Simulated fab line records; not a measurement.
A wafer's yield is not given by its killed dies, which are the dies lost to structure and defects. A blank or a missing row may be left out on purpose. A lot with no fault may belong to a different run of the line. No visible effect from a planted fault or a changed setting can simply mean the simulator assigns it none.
A struck lot beside a sound one + flow sky130 + 22 steps out of a route of 708
Sound: these wafers, L812.1, L812.5, L812.6. Struck: wafers L823.1, L823.2, L823.3. At the end, the cause is stated.
For every step that has rows: the tool of each side, followed by ch and its chambers, followed by its first start. Under that, the readings that differ: sound wafers + struck wafers + difference of the means + sigmas: that difference in standard deviations of wafers without a fault.
alike: a reading whose means differ by less than 2 such deviations, as well as words and numbers matching on both sides. not compared: withheld readings; readings where some wafer has no value; bounds like >300 that might hide an equal value; numbers whose values overlap and for which the record gives no deviation.
Wherever a step has rows on one side only, a row that says differs or no value, or a row with sigmas, the two part there. Non-overlapping numbers with no deviation appear without sigmas and do not part them. A reading that every wafer of one side lacks parts them only if that side has two wafers or more.

SKY_POLY_GATE_THK_MEAS_21:
  struck on film_metro-03, day 20 20:37; sound on film_metro-01, day 16 23:42
  alike: POLY_GATE_OXIDATION_THK
SKY_POLY_GATE_CD_MEAS_22:
  struck on cd_sem-01, day 20 20:41; sound on cd_sem-01, day 16 23:46
  alike: cd_nm
then, 7 steps without rows for these wafers: SKY_LDD_N_DEHYDRATE_00 (time 60 s); SKY_LDD_N_HMDS_01 (prime time 60 s); SKY_LDD_N_COAT_02 (resist thk 300 nm); SKY_LDD_N_SOFTBAKE_03 (time 60 s); SKY_LDD_N_EXPOSE_04 (exposes mask NTM, target cd 840 nm); SKY_LDD_N_PEB_05; SKY_LDD_N_DEVELOP_06 (develop time 60 s).
SKY_LDD_N_OVL_MEAS_07:
  struck on overlay-01, day 22 02:44; sound on overlay-02, day 18 04:26
  alike: LDD_N_OVL
then, 2 steps without rows for these wafers: SKY_LDD_N_IMPLANT_08; SKY_LDD_N_IMPLANT_09.
SKY_LDD_N_IMPLANT_10:
  sound on implanter-04 ch 0, day 18 04:46; struck on implanter-03 ch 0, day 22 03:23
then, 5 steps without rows for these wafers: SKY_LDD_N_IMPLANT_11; SKY_LDD_N_IMPLANT_12; SKY_LDD_N_IMPLANT_13; SKY_LDD_N_IMPLANT_14; SKY_LDD_N_IMPLANT_15.
SKY_LDD_N_STRIP_16: strips in O2/N2.
  sound on plasma_asher-03 ch 0,1, day 18 07:59; struck on plasma_asher-02 ch 0,1, day 22 04:26
| reading                      | sound             | struck            | difference | sigmas |
|------------------------------|-------------------|-------------------|------------|--------|
| strip_time_to_endpoint_s (s) | 4.367 4.353 4.338 | 4.546 4.531 4.513 | +0.177     | +12    |
  alike: drypump_motor_current_A, o2_flow_sccm, oes_product_au
  not compared: rf_hours_counter_h
SKY_LDD_N_TW_MEAS_17:
  struck on film_metro-04, day 22 04:32; sound on film_metro-03, day 18 08:05
| reading  | sound          | struck         | difference | sigmas |
|----------|----------------|----------------|------------|--------|
| LDD_N_TW | 2601 2597 2604 | 2743 2736 2736 | +138       | +7     |
then, 1 step without rows for these wafers: SKY_LDD_P_DEHYDRATE_00 (time 60 s).
-- record jumps: 27 days separate the struck wafers' starts on either side; left off in module LDD_P, taken up again in module PAD_OPEN, whose first shown step is the route's number 708 --
SKY_PAD_OPEN_PROBE_99:
  struck on prober-02, day 48 16:49; sound on prober-01, day 46 01:42
| reading                                    | sound                | struck               | difference | sigmas |
|--------------------------------------------|----------------------|----------------------|------------|--------|
| model.etest.tip_n.rs_ohm_sq                | 447.6 447.8 449.3    | 392 393.2 395.1      | -55        |        |
| model.etest.nfet_01v8_swapped.vt_sat_v (V) | 0.6519 0.6563 0.6571 | 0.6431 0.6422 0.6467 | -0.0111    |        |
| model.etest.nfet_01v8_turned.vt_sat_v (V)  | 0.6531 0.6542 0.6561 | 0.6448 0.6441 0.6486 | -0.0086    |        |
  alike: killed_at_M0_to_M3, killed_at_M4_up, killed_at_contacts, killed_at_front_end, killed_at_other, killed_dies, killed_open, killed_short

== WHERE THEY PART ==
First at SKY_LDD_N_STRIP_16; last, within this record, at SKY_LDD_N_TW_MEAS_17. Later steps at which nothing parts them and some readings are alike: SKY_PAD_OPEN_PROBE_99.

WHY: the cause the simulator had injected
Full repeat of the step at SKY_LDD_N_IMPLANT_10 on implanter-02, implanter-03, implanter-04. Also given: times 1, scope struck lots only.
